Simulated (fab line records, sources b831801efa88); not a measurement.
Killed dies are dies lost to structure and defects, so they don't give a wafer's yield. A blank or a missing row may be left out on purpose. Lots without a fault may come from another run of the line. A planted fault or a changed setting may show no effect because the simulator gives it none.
Which tool did it? | flow gf180mcu | 11 lots, 33 wafers sampled, at 5 steps of a route of 602

WHAT THE GAUGES READ, wafer by wafer
GF_POLY_GATE_THK_MEAS_01. Usual: POLY_GATE_CVD_00_THK 200.3 nm, standard deviation 1.6.
lot  | measured     | on            | POLY_GATE_CVD_00_THK (nm)           | flag
L719 | day 8 12:10  | film_metro-03 | 198.6 196.9 197.1                   |
L721 | day 9 01:22  | film_metro-04 | 202.3 201.0 201.0                   |
L722 | day 9 07:24  | film_metro-01 | 199.4 198.7 198.5                   |
L724 | day 10 01:20 | film_metro-04 | 202.7 202.9 202.7                   |
L731 | day 11 21:50 | film_metro-04 | 200.3 200.0 199.6                   |
L733 | day 12 14:29 | film_metro-01 | 181.9 180.9 180.0 181.7 180.9 179.9 | OFF
L735 | day 13 00:26 | film_metro-01 | 196.7 200.8 197.3                   |
L737 | day 13 14:23 | film_metro-03 | 201.0 201.6 199.7                   |
L739 | day 14 02:41 | film_metro-03 | 198.1 200.2 199.3                   |
L740 | day 15 03:49 | film_metro-04 | 199.1 198.7 197.9                   |
L742 | day 15 08:31 | film_metro-03 | 199.8 200.3 200.3                   |

GF_SALICIDE_THK_MEAS_05: measures by xrf. Usual: SALICIDE_TIN_THK 20.34 nm, standard deviation 0.27.
lot  | measured     | on            | SALICIDE_TIN_THK (nm) | flag
L719 | day 15 03:16 | film_metro-01 | 19.93 20.38 20.36     |
L721 | day 16 06:24 | film_metro-03 | 20.44 20.49 20.21     |
L722 | day 16 04:20 | film_metro-04 | 20.24 20.17 20.55     |
L724 | day 17 02:56 | film_metro-04 | 20.18 19.83 19.88     |
L731 | day 19 10:26 | film_metro-03 | 20.59 20.36 20.46     |
L733 | day 20 10:16 | film_metro-01 | 20.36 20.45 20.34     |
L735 | day 20 19:11 | film_metro-01 | 20.36 20.09 20.25     |
L737 | day 21 15:29 | film_metro-04 | 20.29 20.12 20.37     |
L739 | day 22 03:45 | film_metro-01 | 19.97 20.04 20.16     |
L740 | day 23 07:06 | film_metro-01 | 20.04 20.41 20.04     |
L742 | day 23 13:03 | film_metro-03 | 20.43 20.44 20.30     |

WHICH TOOL RAN EACH LOT (tool, then ch and the chambers of the sampled wafers, then the start)
lot  | GF_POLY_GATE_CVD_00         | GF_POLY_GATE_ETCH_13             | GF_SALICIDE_SPUTTER_03
L719 | lpcvd-02 ch 0, day 8 10:45  | rie_si-02 ch 0,2, day 9 05:01    | pvd_sputter-03, day 15 03:05
L721 | lpcvd-02 ch 0, day 9 00:01  | rie_si-02 ch 0,1, day 9 19:19    | pvd_sputter-01, day 16 06:15
L722 | lpcvd-01 ch 1, day 9 06:04  | rie_si-01 ch 0,2,3, day 10 01:32 | pvd_sputter-03, day 16 04:12
L724 | lpcvd-02 ch 0, day 10 00:00 | rie_si-02 ch 0,1,3, day 10 19:11 | pvd_sputter-02, day 17 02:48
L731 | lpcvd-01 ch 0, day 11 19:50 | rie_si-02 ch 1,2,3, day 12 16:13 | pvd_sputter-01, day 19 10:17
L733 | lpcvd-02 ch 0, day 12 13:07 | rie_si-01 ch 0,1, day 13 10:11   | pvd_sputter-03, day 20 10:05
L735 | lpcvd-01 ch 0, day 12 23:06 | rie_si-01 ch 1,2, day 13 20:56   | pvd_sputter-02, day 20 19:02
L737 | lpcvd-01 ch 0, day 13 13:03 | rie_si-02 ch 1,2,3, day 14 11:25 | pvd_sputter-03, day 21 15:20
L739 | lpcvd-01 ch 0, day 14 01:20 | rie_si-01 ch 0,1,2, day 15 00:23 | pvd_sputter-03, day 22 03:36
L740 | lpcvd-01 ch 1, day 15 02:29 | rie_si-01 ch 1,2,3, day 16 01:52 | pvd_sputter-02, day 23 06:57
L742 | lpcvd-02 ch 1, day 15 07:11 | rie_si-01 ch 1,2,3, day 16 07:11 | pvd_sputter-03, day 23 12:55
- GF_POLY_GATE_CVD_00: deposits poly-Si, target thk 200 nm, time 1200 s.
- GF_POLY_GATE_ETCH_13: etches poly-Si in HBr/Cl2, stops on SiO2, target depth 198.5 nm, time 69.6 s.
- GF_SALICIDE_SPUTTER_03: material TiN, target thk 20 nm, time 16.7 s.

WHAT THE TOOLS THEMSELVES READ (means of the sampled wafers that have a number; where no wafer has one, the mark that the record gives instead)
GF_POLY_GATE_CVD_00. Usual: pressure_mtorr 199.8 mTorr, standard deviation 0.39; spike_tc_centre_C 620.8 C, standard deviation 0.97; zone_power_bottom_pct 13.3 %, standard deviation 1.7.
lot  | tool     | pressure_mtorr (mTorr) | spike_tc_centre_C (C) | zone_power_bottom_pct (%) | flag
L719 | lpcvd-02 | 200.1                  | 621.4                 | 15.6                      |
L721 | lpcvd-02 | 199.9                  | 621.0                 | 15.4                      |
L722 | lpcvd-01 | 199.6                  | 620.7                 | 11.2                      |
L724 | lpcvd-02 | 199.8                  | 621.0                 | 15.4                      |
L731 | lpcvd-01 | 199.6                  | 620.6                 | 12.0                      |
L733 | lpcvd-02 | 159.9                  | 621.5                 | 15.3                      | OFF
L735 | lpcvd-01 | 199.6                  | 619.8                 | 11.9                      |
L737 | lpcvd-01 | 200.4                  | 621.1                 | 11.8                      |
L739 | lpcvd-01 | 200.1                  | 619.6                 | 11.8                      |
L740 | lpcvd-01 | 199.9                  | 620.7                 | 11.1                      |
L742 | lpcvd-02 | 200.2                  | 620.9                 | 13.0                      |

GF_POLY_GATE_ETCH_13. Usual: drypump_motor_current_A 5.8 A, standard deviation 0.5; oes_product_au 0.990 a.u., standard deviation 0.0081; throttle_valve_pct 33.684 %, standard deviation 0.0088.
lot  | tool      | drypump_motor_current_A (A) | oes_product_au (a.u.) | throttle_valve_pct (%) | flag
L719 | rie_si-02 | 6.0                         | 0.983                 | 33.680                 |
L721 | rie_si-02 | 5.5                         | 0.988                 | 33.692                 |
L722 | rie_si-01 | 5.9                         | 0.987                 | 33.688                 |
L724 | rie_si-02 | 6.0                         | 0.982                 | 33.680                 |
L731 | rie_si-02 | 6.1                         | 0.974                 | 33.685                 |
L733 | rie_si-01 | 5.6                         | 0.933                 | 33.690                 | OFF
L735 | rie_si-01 | 5.2                         | 0.992                 | 33.691                 |
L737 | rie_si-02 | 6.1                         | 0.987                 | 33.680                 |
L739 | rie_si-01 | 5.6                         | 0.991                 | 33.683                 |
L740 | rie_si-01 | 5.5                         | 0.995                 | 33.684                 |
L742 | rie_si-01 | 5.5                         | 0.993                 | 33.681                 |

GF_SALICIDE_SPUTTER_03. Usual: throttle_valve_pct 30.3 %, standard deviation 1.1.
lot  | tool           | throttle_valve_pct (%) | flag
L719 | pvd_sputter-03 | 30.9                   |
L721 | pvd_sputter-01 | 30.0                   |
L722 | pvd_sputter-03 | 30.2                   |
L724 | pvd_sputter-02 | 29.6                   |
L731 | pvd_sputter-01 | 30.0                   |
L733 | pvd_sputter-03 | 29.7                   |
L735 | pvd_sputter-02 | 30.8                   |
L737 | pvd_sputter-03 | 30.4                   |
L739 | pvd_sputter-03 | 30.3                   |
L740 | pvd_sputter-02 | 29.8                   |
L742 | pvd_sputter-03 | 31.0                   |

THE ANSWER, worked out from the rows above alone
Rule: a lot is off if the mean of its wafers that have a number lies more than 3 standard deviations from the usual mean. A lot without any number at a reading at which 4 lots or more have one is off too. The other lots that the step has rows for count as sound. The gauges are gone through in route order, then the tools' own readings, and for those a lot's mean is taken as printed above. The first step at which some lot is off is used, and at that step the reading that is off furthest; a lot without a number counts as furthest.
Off: L733, at GF_POLY_GATE_THK_MEAS_01 (POLY_GATE_CVD_00_THK).
A tool fits if, at a process step before that reading, it ran every lot that is off, and no sound lot after the first of them. The gauges at GF_POLY_GATE_THK_MEAS_01 aren't tried: what is off there is off at GF_POLY_GATE_CVD_00 too, on other tools, and a gauge's error can't cause that. None of those tried fits.

WHAT THE SIMULATOR HAD PUT IN
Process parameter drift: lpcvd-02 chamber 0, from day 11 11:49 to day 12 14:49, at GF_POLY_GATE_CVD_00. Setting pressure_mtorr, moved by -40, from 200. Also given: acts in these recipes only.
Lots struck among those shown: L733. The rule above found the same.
